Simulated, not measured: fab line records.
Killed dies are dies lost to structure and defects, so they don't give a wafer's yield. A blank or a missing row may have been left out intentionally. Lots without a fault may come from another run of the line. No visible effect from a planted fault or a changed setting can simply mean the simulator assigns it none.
Chamber matching :: flow sky130 :: 4 sister chambers for SKY_CONTACT_ETCH_16 on rieDiel-02
The step etches BARC in N2/H2, stops on SiO2, time 45.9 s, target depth 60 nm. 8 wafers are shown with their chamber, then 9 later ones without.

## WAFERS PAIRED WITH THEIR CHAMBERS
wafer: L088.5
chamber: 2
drypumpMotorCurrentA (A): 6.4
rfFwdPowerW (W): 492.3

wafer: L088.6
chamber: 1
drypumpMotorCurrentA (A): 6.0
rfFwdPowerW (W): 496.7

wafer: L091.1
chamber: 1
drypumpMotorCurrentA (A): 6.0
rfFwdPowerW (W): 497.8

wafer: L091.2
chamber: 3
drypumpMotorCurrentA (A): 5.0
rfFwdPowerW (W): 492.2

wafer: L091.5
chamber: 0
drypumpMotorCurrentA (A): 5.5
rfFwdPowerW (W): 491.7

wafer: L092.1
chamber: 0
drypumpMotorCurrentA (A): 5.6
rfFwdPowerW (W): 491.0

wafer: L092.3
chamber: 2
drypumpMotorCurrentA (A): 6.4
rfFwdPowerW (W): 492.7

wafer: L092.6
chamber: 3
drypumpMotorCurrentA (A): 5.0
rfFwdPowerW (W): 496.2

## WAFERS WITHOUT THEIR CHAMBER
wafer: L093.3
drypumpMotorCurrentA (A): 6.3
rfFwdPowerW (W): 492.0

wafer: L093.5
drypumpMotorCurrentA (A): 5.0
rfFwdPowerW (W): 494.4

wafer: L093.6
drypumpMotorCurrentA (A): 5.5
rfFwdPowerW (W): 490.4

wafer: L095.1
drypumpMotorCurrentA (A): 5.0
rfFwdPowerW (W): 492.1

wafer: L095.5
drypumpMotorCurrentA (A): 5.0
rfFwdPowerW (W): 491.1

wafer: L095.6
drypumpMotorCurrentA (A): 6.3
rfFwdPowerW (W): 491.8

wafer: L096.2
drypumpMotorCurrentA (A): 6.0
rfFwdPowerW (W): 493.3

wafer: L096.4
drypumpMotorCurrentA (A): 5.0
rfFwdPowerW (W): 490.2

wafer: L096.6
drypumpMotorCurrentA (A): 5.5
rfFwdPowerW (W): 491.2

## THE CHAMBER EACH PASSED THROUGH
wafer: L093.3
from the rows above: 2
in truth: 2

wafer: L093.5
from the rows above: 3
in truth: 3

wafer: L093.6
from the rows above: 0
in truth: 0

wafer: L095.1
from the rows above: 3
in truth: 3

wafer: L095.5
from the rows above: 3
in truth: 3

wafer: L095.6
from the rows above: 2
in truth: 2

wafer: L096.2
from the rows above: 1
in truth: 1

wafer: L096.4
from the rows above: 3
in truth: 3

wafer: L096.6
from the rows above: 0
in truth: 0
Correctly placed: 9 of 9. Can't be placed from these rows: 0. Placed wrongly: 0.
How it was worked out, from the rows above alone: a wafer's distance from a chamber is the root of the sum, over the readings, of the square of ((its reading less the chamber's mean) divided by the reading's scatter). If the next closest chamber is less than 2 further off than the closest, the wafer can't be placed; otherwise it belongs to the closest. Each chamber's mean is taken over the wafers shown for it. The scatter: take each reading less its chamber's mean, square it, sum over the shown wafers, divide by the number of wafers less the number of chambers, and take the root.
